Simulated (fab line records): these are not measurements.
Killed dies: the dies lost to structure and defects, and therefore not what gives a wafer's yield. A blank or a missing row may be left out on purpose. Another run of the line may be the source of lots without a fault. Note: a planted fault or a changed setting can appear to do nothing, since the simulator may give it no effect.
A lot that was struck, set against a sound lot    flow sky130    14 out of 708 route steps
Sound: the wafers L934.1, L934.2, L934.5. Wafers struck: L938.1, L938.2, L938.3. The cause is given at the end.
Each step with rows lists, per side, the tool, then ch with its chambers, then its first start. Under that, the readings that differ: sound wafers    struck wafers    difference of the means    sigmas: that difference in standard deviations of wafers without a fault.
alike: a reading whose means differ by less than 2 such deviations, as well as words and numbers matching on both sides. not compared: withheld readings; readings where some wafer has no value; bounds like >300 that might hide an equal value; numbers whose values overlap and for which the record gives no deviation.
A row with sigmas, a row that says differs or no value, or rows on one side alone: a step with any of these is where the two part. Numbers that have no deviation but don't overlap get no sigmas and don't part them. A reading that every wafer of one side lacks parts them only if that side has two wafers or more.

SKY_VIA1_CD_MEAS_12 targets a cd of 150 nm.
  sound: cd sem-01 at day 37 16:11; struck: cd sem-01 at day 38 16:45
  alike: cd nm
SKY_VIA1_OVL_MEAS_13:
  sound: overlay-02 at day 37 16:19; struck: overlay-02 at day 38 16:52
  alike: VIA1_OVL
SKY_VIA1_ETCH_14: etches BARC in N2/H2, stops on SiO2, time 45.9 s, target depth 60 nm.
  sound on rie diel-02 ch 1,2, day 37 16:21; struck on rie diel-03 ch 0,1,3, day 38 16:54
  alike: drypump motor current A, oes product au, throttle valve pct
  not compared: rf hours counter h
SKY_VIA1_ETCH_15: etches SiO2 in C4F8/O2/Ar, stops on TiN, target depth 351 nm, time 54 s.
  sound on rie diel-02 ch 1,2, day 37 16:23; struck on rie diel-03 ch 0,1,3, day 38 16:56
  alike: oes product au
  not compared: rf hours counter h
SKY_VIA1_STRIP_16: strips in O2/N2.
  sound on plasma asher-04 ch 0,1, day 37 16:26; struck on plasma asher-01 ch 0,1, day 38 16:59
  alike: drypump motor current A, o2 flow sccm, oes product au, strip time to endpoint s
  not compared: rf hours counter h
then, 3 steps without rows for these wafers: SKY_VIA1_STRIP_17 (strips in post etch residue remover, time 1200 s); SKY_VIA1_CLEAN_18 (cleans in IPA, time 180 s); SKY_VIA1_CLEAN_19 (cleans in O3/DIW).
SKY_VIA1_SPUTTER_20: material TiN, target thk 20 nm, time 80 s.
  sound: pvd sputter-02 at day 37 17:12; struck: pvd sputter-01 at day 38 17:39
  alike: throttle valve pct
SKY_VIA1_CVD_21: deposits W, target thk 270 nm, time 80.902 s.
  sound on cvd w-02 ch 0,1, day 37 17:16; struck on cvd w-01 ch 0,1, day 38 18:22
  alike: heater power w
SKY_VIA1_RS_MEAS_22: uses a four-point probe to measure.
  sound: film metro-02 at day 37 17:22; struck: film metro-01 at day 38 18:28
  alike: VIA1_W_RS
SKY_VIA1_THK_MEAS_23: measures by xrf.
  sound: film metro-02 at day 37 17:29; struck: film metro-01 at day 38 18:35
  alike: VIA1_W_THK
SKY_VIA1_CMP_24: polishes, stops on SiO2, t overpolish 15 s, target thk 0 nm.
  sound on cmp-01 ch 1,3, day 37 17:32; struck on cmp-02 ch 0,1,3, day 38 18:38
reading                 sound                 struck             difference  sigmas
overpolish run s (s)    15.013 15.001 15.009  0.041 0.041 0.042  -14.966     -99 or more
time to endpoint s (s)  69 69 69              105 104 105        +36         +9
  alike: motor current A
-- the record jumps here: 10 days lie between the struck wafers' starts before and after (it left off in module VIA1 and takes up again in module PAD_OPEN, whose first step shown is number 708 of the route) --
SKY_PAD_OPEN_PROBE_99:
  rows exist in the record for the struck wafers here (prober-02, day 49 03:14), but not for the sound ones

== WHERE THEY PART ==
At SKY_VIA1_CMP_24 first; at SKY_PAD_OPEN_PROBE_99 last (within this record only).

WHY: what the simulator had put in
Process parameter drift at SKY_VIA1_CMP_24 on cmp-02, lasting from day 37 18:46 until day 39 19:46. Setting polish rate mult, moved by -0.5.
